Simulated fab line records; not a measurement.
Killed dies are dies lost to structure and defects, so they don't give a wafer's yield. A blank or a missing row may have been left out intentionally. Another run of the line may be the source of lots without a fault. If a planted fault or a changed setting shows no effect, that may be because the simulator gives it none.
Comparing a struck lot with a sound one ; flow sky130 ; 16 out of 708 route steps
Sound: wafers L641.2, L641.5, L641.6. Wafers struck: L645.2, L645.3, L645.4. The cause is given at the end.
At each step with rows: each side's tool, then ch and its chambers, then its first start. Under that, the readings that differ: sound wafers ; struck wafers ; difference of the means ; sigmas: that difference in standard deviations of wafers without a fault.
alike: same words and numbers on both sides, and readings whose means sit less than 2 such deviations apart. not compared: any withheld reading, any reading some wafer has no value for, any bound like >300 that may hide the same value, and any number with overlapping values for which the record gives no deviation.
The two part at a step that has a row with sigmas, a row that says differs or no value, or rows on one side only. Numbers that don't overlap but have no deviation are shown without sigmas and don't part them. A reading missing from all wafers of one side parts the sides only when that side holds two or more wafers.

first, 5 steps without rows for these wafers: SKY_VIA4_COAT_06 (resist thk 1140 nm); SKY_VIA4_SOFTBAKE_07 (time 60 s); SKY_VIA4_EXPOSE_08 (exposes mask VIM4, target cd 800 nm); SKY_VIA4_PEB_09; SKY_VIA4_DEVELOP_10 (develop time 60 s).
SKY_VIA4_OVL_MEAS_11:
  sound on overlay-02, day 46 15:59; struck on overlay-01, day 47 17:02
  alike: VIA4_OVL
SKY_VIA4_ETCH_12: etches SiO2 in C4F8/O2/Ar, stops on TiN, target depth 580 nm.
  sound on rie_diel-01 ch 0,1, day 46 16:01; struck on rie_diel-04 ch 2,3, day 47 17:04
  alike: chamber_pressure_mTorr, oes_product_au
SKY_VIA4_STRIP_13: strips in O2/N2.
  sound on plasma_asher-01 ch 0,1, day 46 16:05; struck on plasma_asher-01 ch 0,1, day 47 17:08
  alike: chamber_pressure_mTorr, drypump_motor_current_A, n2_flow_sccm, oes_product_au, strip_time_to_endpoint_s
  not compared: rf_hours_counter_h
then, 3 steps without rows for these wafers: SKY_VIA4_STRIP_14 (strips in post etch residue remover, time 1200 s); SKY_VIA4_CLEAN_15 (cleans in IPA, time 180 s); SKY_VIA4_CLEAN_16 (cleans in O3/DIW).
SKY_VIA4_SPUTTER_17: material TiN, target thk 20 nm, time 80 s.
  sound on pvd_sputter-01, day 46 16:42; struck on pvd_sputter-01, day 47 18:25
  alike: cathode_dc_power_W, throttle_valve_pct
SKY_VIA4_CVD_18: deposits W, target thk 505 nm, time 152.14 s.
  sound on cvd_w-01 ch 0,1, day 46 16:59; struck on cvd_w-02 ch 1, day 47 18:32
  no value came back on the struck wafers for chamber_pressure_Torr (Torr), heater_power_outer_w (W), heater_power_w (W); on the sound wafers chamber_pressure_Torr (Torr) reads 40.11 40.03 39.95
SKY_VIA4_RS_MEAS_19: uses a four-point probe to measure.
  sound on film_metro-04, day 46 17:11; struck on film_metro-04, day 47 18:48
reading;sound;struck;difference;sigmas
VIA4_W_RS (ohm/sq);0.224 0.225 0.228;57.578 57.435 57.752;+57.363;+99 or more
SKY_VIA4_THK_MEAS_20: measures by xrf.
  sound on film_metro-04, day 46 17:18; struck on film_metro-04, day 47 18:55
reading;sound;struck;difference;sigmas
VIA4_W_THK (nm);504 500 495;- - -;no value on the struck wafers;
SKY_VIA4_CMP_21: polishes, stops on SiO2, t overpolish 25 s, target thk 0 nm.
  sound on cmp-02 ch 0,1, day 46 17:28; struck on cmp-02 ch 1,2,3, day 47 19:12
reading;sound;struck;difference;sigmas
time_to_endpoint_s (s);124 122 127;6 6 7;-118;-24
  alike: motor_current_A, slurry_flow_ml_min

## WHERE THEY PART
First at SKY_VIA4_CVD_18; last, within this record, at SKY_VIA4_CMP_21.

WHY: whatever the simulator had introduced
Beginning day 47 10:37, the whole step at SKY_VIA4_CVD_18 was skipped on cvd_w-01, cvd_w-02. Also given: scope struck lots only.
